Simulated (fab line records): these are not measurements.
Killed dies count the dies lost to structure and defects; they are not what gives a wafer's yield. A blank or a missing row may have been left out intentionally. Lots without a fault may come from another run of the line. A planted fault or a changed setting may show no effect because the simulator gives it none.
Chamber matching + flow gf180mcu + GF_V5_CVD_02 on pecvd-04: 3 sister chambers
The step deposits SiO2 from TEOS, target thk 1450 nm, time 163.28 s. 3 wafers are shown with their chamber, then 7 later ones without.

EACH WAFER AND ITS CHAMBER
| wafer  | chamber | heaterPowerW (W) |
|--------|---------|------------------|
| L086.5 | 2       | 498              |
| L087.1 | 0       | 723              |
| L087.5 | 1       | 700              |

WAFERS WITHOUT THEIR CHAMBER
| wafer  | heaterPowerW (W) |
|--------|------------------|
| L087.6 | 502              |
| L091.1 | 646              |
| L091.2 | 681              |
| L091.3 | 642              |
| L091.4 | 561              |
| L091.5 | 708              |
| L091.6 | 505              |

CHAMBER TAKEN BY EACH
| wafer  | from the rows above     | in truth |
|--------|-------------------------|----------|
| L087.6 | 2                       | 2        |
| L091.1 | can't be placed: 1 or 0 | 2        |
| L091.2 | can't be placed: 1 or 0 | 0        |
| L091.3 | can't be placed: 1 or 0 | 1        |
| L091.4 | can't be placed: 2 or 1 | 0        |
| L091.5 | can't be placed: 1 or 0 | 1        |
| L091.6 | 2                       | 2        |
Correct placement for 2 of the 7. Cannot be placed on the basis of these rows: 5; the candidates contain the true chamber in 3. Placed wrongly: 0.
How it was worked out, from the rows above alone: a wafer's distance from a chamber is the root of the sum, over the readings, of the square of ((its reading less the chamber's mean) divided by the reading's scatter). If the next closest chamber is less than 2 further off than the closest, the wafer can't be placed; otherwise it belongs to the closest. For every chamber, the mean is computed from those of its wafers that are shown. The scatter: root of mean squared gap, hidden wafer to nearest shown wafer, with one shown wafer a chamber.
